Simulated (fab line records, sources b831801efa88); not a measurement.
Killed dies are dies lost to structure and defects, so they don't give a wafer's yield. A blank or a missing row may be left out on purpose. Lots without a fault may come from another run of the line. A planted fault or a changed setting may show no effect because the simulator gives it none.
fab line records | flow sky130 | part 2 of 2: steps 26 to 33 of 33
record lots=5 wafers=15 last_day=49
route steps=708 shown METAL5@663 PASSIVATION@681 PAD_OPEN@694
lots that met no fault: from a run of the same line without faults
start_h: hours from the record's first day to the start of the lot's first wafer shown | wait_h: hours since the lot's step before | " the same as in the row above | L1.1+2: a row that stands for several wafers | - no value, or no start given | * or withheld: withheld | < > ~ a bound
route shown NAME@n: a module of which the file shows steps, and the number in the route of the first | usual: mean/standard deviation of fault-free wafers | same: alike in all rows | chamber/n: place in a boat | sites: the reading at each site | _std_site: their standard deviation | _edge_site: outer sites' mean less inner sites' | radius_mm: how far each site lies from the wafer's centre | mask NAME#n: copy n | behind: the tool/chamber that last shaped the wafer | hold: why the lot was held/for how many hours/how that ended | device: the transistor (n, p or np) that didn't switch | end of line: the same wafers' tests at the end of the route | a step without rows: its recipe alone | killed: dies lost to structure and defects at the first sort, not the wafer's yield | map: a wafer's dies, x killed, . not, _ none there
set.NAME: the setting as run; set.NAME@STEP: as run at that earlier step | model.NAME: the simulator's own value behind a step, which no gauge read
lots at some steps of the route; a table a step, a row a wafer
services: from which hour (start_h, from the record's first day; less than 0 if before it) a tool's chamber was out of use, for how many hours, and why
## steps
# step SKY_PASSIVATION_SOFTBAKE_07
# recipe temp_c=110 time_s=withheld
# usual chill_plate_temp_C=23.00/0.11 plate_temp_C=110.01/0.13
# columns lot.wafer tool chamber start_h wait_h chill_plate_temp_C plate_temp_C
L075.2 litho_track-01 0 1040.78 0.1 23.02 109.96
L075.3 " 0 " " 22.93 109.98
L075.5 " 0 " " 22.90 109.92
L078.1 litho_track-04 0 1062.50 0.1 22.91 109.94
L078.5 " 0 " " 22.74 109.86
L078.6 " 0 " " 22.82 109.91
L084.2 litho_track-03 0 1102.83 0.1 23.02 110.06
L084.3 " 0 " " 22.89 110.07
L084.6 " 0 " " 22.95 110.05
L089.2 litho_track-03 0 1139.33 0.1 23.00 109.89
L089.4 " 0 " " 23.05 110.11
L089.6 " 0 " " 22.95 109.89
L093.2 litho_track-01 0 1154.63 0.1 23.07 109.90
L093.3 " 0 " " 23.10 110.07
L093.6 " 0 " " 23.12 110.08
# step SKY_PASSIVATION_EXPOSE_08
# recipe mask_id=NSM target_cd_nm=3000 na=0.57 dose_mj=260
# same na=0.57
# columns lot.wafer tool chamber start_h wait_h mask
L075.2+3+5 iline_stepper-01 0 - - NSM#0
L078.1+5+6 iline_stepper-01 0 - - NSM#0
L084.2+3+6 iline_stepper-01 0 - - NSM#0
L089.2+4+6 iline_stepper-01 0 - - NSM#0
L093.2+3+6 iline_stepper-01 0 - - NSM#0
# step SKY_PASSIVATION_PEB_09
# recipe temp_c=115 time_s=withheld
# usual chill_plate_temp_C=22.99/0.11 plate_temp_C=115.01/0.13
# columns lot.wafer tool chamber start_h wait_h chill_plate_temp_C plate_temp_C
L075.2 litho_track-03 0 - - 23.01 114.91
L075.3 " 0 " " 22.89 114.86
L075.5 " 0 " " 22.96 114.93
L078.1 litho_track-01 0 - - 22.97 115.01
L078.5 " 0 " " 23.01 114.92
L078.6 " 0 " " 22.94 115.02
L084.2 litho_track-01 0 - - 23.04 114.87
L084.3 " 0 " " 23.06 114.92
L084.6 " 0 " " 22.95 114.95
L089.2 litho_track-01 0 - - 22.86 115.01
L089.4 " 0 " " 23.00 115.30
L089.6 " 0 " " 22.72 115.01
L093.2 litho_track-04 0 - - 23.06 114.93
L093.3 " 0 " " 23.16 114.91
L093.6 " 0 " " 23.13 115.06
# step SKY_PASSIVATION_DEVELOP_10
# recipe develop_time_s=60 dev_temp_c=23
# usual chill_plate_temp_C=23.00/0.11
# columns lot.wafer tool chamber start_h wait_h chill_plate_temp_C
L075.2 litho_track-03 0 - - 23.06
L075.3 " 0 " " 22.95
L075.5 " 0 " " 22.98
L078.1 litho_track-01 0 - - 22.96
L078.5 " 0 " " 23.02
L078.6 " 0 " " 23.01
L084.2 litho_track-01 0 - - 23.07
L084.3 " 0 " " 22.93
L084.6 " 0 " " 23.10
L089.2 litho_track-01 0 - - 22.98
L089.4 " 0 " " 23.01
L089.6 " 0 " " 23.02
L093.2 litho_track-04 0 - - 22.83
L093.3 " 0 " " 22.83
L093.6 " 0 " " 22.82
# step SKY_PASSIVATION_ETCH_11
# recipe chemistry=CF4/O2 target_depth_nm=725 stop_on=AlCu source_w=800 bias_w=150 pressure_mtorr=150 cf4_flow_sccm=80 O2_flow_sccm=10 time_s=161.1
# usual drypump_motor_current_A=5.7/0.37 oes_product_au=0.978/0.0074 throttle_valve_pct=5.963/0.01
# columns lot.wafer tool chamber start_h wait_h drypump_motor_current_A oes_product_au rf_hours_counter_h throttle_valve_pct
L075.2 rie_diel-01 2 1052.00 - 6.0 0.965 12 5.958
L075.3 " 1 " " 5.7 0.974 18 5.970
L075.5 " 0 " " 5.4 0.976 - 5.975
L078.1 rie_diel-03 2 1073.25 - 6.3 0.976 24 5.970
L078.5 " 3 " " 6.6 0.979 - 5.963
L078.6 " 0 " " 5.9 0.982 - 5.965
L084.2 rie_diel-02 1 1113.10 - 5.4 0.973 25 5.970
L084.3 " 0 " " 6.0 0.985 12 5.960
L084.6 " 3 " " 5.6 0.993 - 5.966
L089.2 rie_diel-02 2 1148.35 - 5.2 0.979 21 5.953
L089.4 " 3 " " 5.6 0.976 22 5.960
L089.6 " 2 " " 5.1 0.982 - 5.945
L093.2 rie_diel-03 0 1163.20 - 5.9 0.980 17 5.958
L093.3 " 1 " " 5.5 0.979 7 5.963
L093.6 " 3 " " 6.6 0.988 - 5.964
# step SKY_PASSIVATION_STRIP_12
# recipe chemistry=O2/N2 power_w=1400 pressure_mtorr=1500 platen_temp_c=withheld overash_fraction=0.7 o2_flow_sccm=3000 n2_flow_sccm=300
# usual drypump_motor_current_A=5.9/0.35 o2_flow_sccm=3001/8.3 oes_product_au=0.661/0.0049 strip_time_to_endpoint_s=31.52/0.11
# columns lot.wafer tool chamber start_h wait_h drypump_motor_current_A o2_flow_sccm oes_product_au rf_hours_counter_h strip_time_to_endpoint_s
L075.2 plasma_asher-03 0 1052.11 0.1 5.6 3015 0.660 30 31.54
L075.3 " 1 " " 6.1 2994 0.658 - 31.49
L075.5 " 0 " " 5.6 2998 0.664 - 31.71
L078.1 plasma_asher-01 1 1073.35 0.1 5.9 2998 0.667 98 31.76
L078.5 " 1 " " 5.9 2997 0.657 - 31.46
L078.6 " 0 " " 6.7 2995 0.666 - 31.63
L084.2 plasma_asher-03 0 1113.20 0.1 5.5 2994 0.656 37 31.47
L084.3 " 1 " " 6.1 3005 0.657 - 31.48
L084.6 " 1 " " 6.1 3016 0.658 - 31.42
L089.2 plasma_asher-02 1 1148.45 0.1 5.6 3003 0.658 71 31.64
L089.4 " 0 " " 6.1 3000 0.656 - 31.31
L089.6 " 0 " " 6.1 3002 0.664 - 31.55
L093.2 plasma_asher-03 0 1163.31 0.1 5.6 2994 0.661 42 31.52
L093.3 " 1 " " 6.2 2999 0.669 - 31.53
L093.6 " 1 " " 6.1 3004 0.668 - 31.45
# step SKY_PAD_OPEN_DEHYDRATE_00
# recipe temp_c=200 time_s=60
# usual chill_plate_temp_C=23.00/0.11 plate_temp_C=199.98/0.17
# columns lot.wafer tool chamber start_h wait_h chill_plate_temp_C plate_temp_C
L075.2 litho_track-03 0 1062.13 10.0 23.23 200.14
L075.3 " 0 " " 23.14 200.17
L075.5 " 0 " " 23.22 200.23
L078.1 litho_track-01 0 1082.10 8.7 23.11 199.98
L078.5 " 0 " " 23.17 199.97
L078.6 " 0 " " 23.04 200.12
L084.2 litho_track-02 0 1122.39 9.2 22.98 199.81
L084.3 " 0 " " 22.98 199.65
L084.6 " 0 " " 22.93 199.77
L089.2 litho_track-02 0 1156.74 8.3 22.97 199.89
L089.4 " 0 " " 22.79 199.74
L089.6 " 0 " " 23.08 199.89
L093.2 litho_track-01 0 1171.87 8.5 23.04 200.20
L093.3 " 0 " " 22.96 200.16
L093.6 " 0 " " 23.12 199.86
# step SKY_PAD_OPEN_HMDS_01
# recipe prime_time_s=60 prime_temp_c=120
# usual chill_plate_temp_C=23.01/0.12
# columns lot.wafer tool chamber start_h wait_h chill_plate_temp_C
L075.2 litho_track-03 0 1062.28 0.1 22.93
L075.3 " 0 " " 22.80
L075.5 " 0 " " 23.02
L078.1 litho_track-01 0 1082.25 0.1 23.01
L078.5 " 0 " " 22.96
L078.6 " 0 " " 22.93
L084.2 litho_track-02 0 1122.54 0.1 22.98
L084.3 " 0 " " 23.06
L084.6 " 0 " " 23.06
L089.2 litho_track-02 0 1156.89 0.1 23.15
L089.4 " 0 " " 23.35
L089.6 " 0 " " 23.28
L093.2 litho_track-01 0 1172.02 0.1 23.13
L093.3 " 0 " " 23.04
L093.6 " 0 " " 23.05
## services
# columns tool chamber start_h hours kind
pecvd-02 - 982.22 2.8 pm
plasma_asher-04 - 991.64 1.3 repair
pecvd-03 - 1004.71 1.0 repair
pvd_sputter-03 - 1007.04 9.2 repair
pvd_sputter-03 - 1015.63 1.5 repair
pvd_sputter-01 - 1023.38 7.0 repair
pecvd-01 - 1025.98 2.0 repair
pecvd-01 2 1026.70 10.4 repair
rie_metal-04 1 1030.04 22.0 repair
pvd_sputter-01 - 1030.49 4.5 repair
iline_stepper-01 - 1052.44 1.7 pm
pecvd-01 - 1052.61 0.5 repair
pvd_sputter-03 - 1065.68 2.2 repair
pecvd-01 0 1070.29 19.4 repair
iline_stepper-01 - 1072.84 0.7 repair
pvd_sputter-03 - 1078.53 2.4 repair
pvd_sputter-03 - 1094.08 0.5 repair
pecvd-01 - 1097.02 0.3 repair
pecvd-01 - 1098.17 3.7 repair
rie_metal-03 - 1105.54 1.4 pm
rie_metal-04 - 1118.94 0.5 repair
pvd_sputter-01 - 1143.25 0.6 repair
plasma_asher-03 - 1144.17 0.6 repair
pvd_sputter-03 - 1170.06 2.9 repair
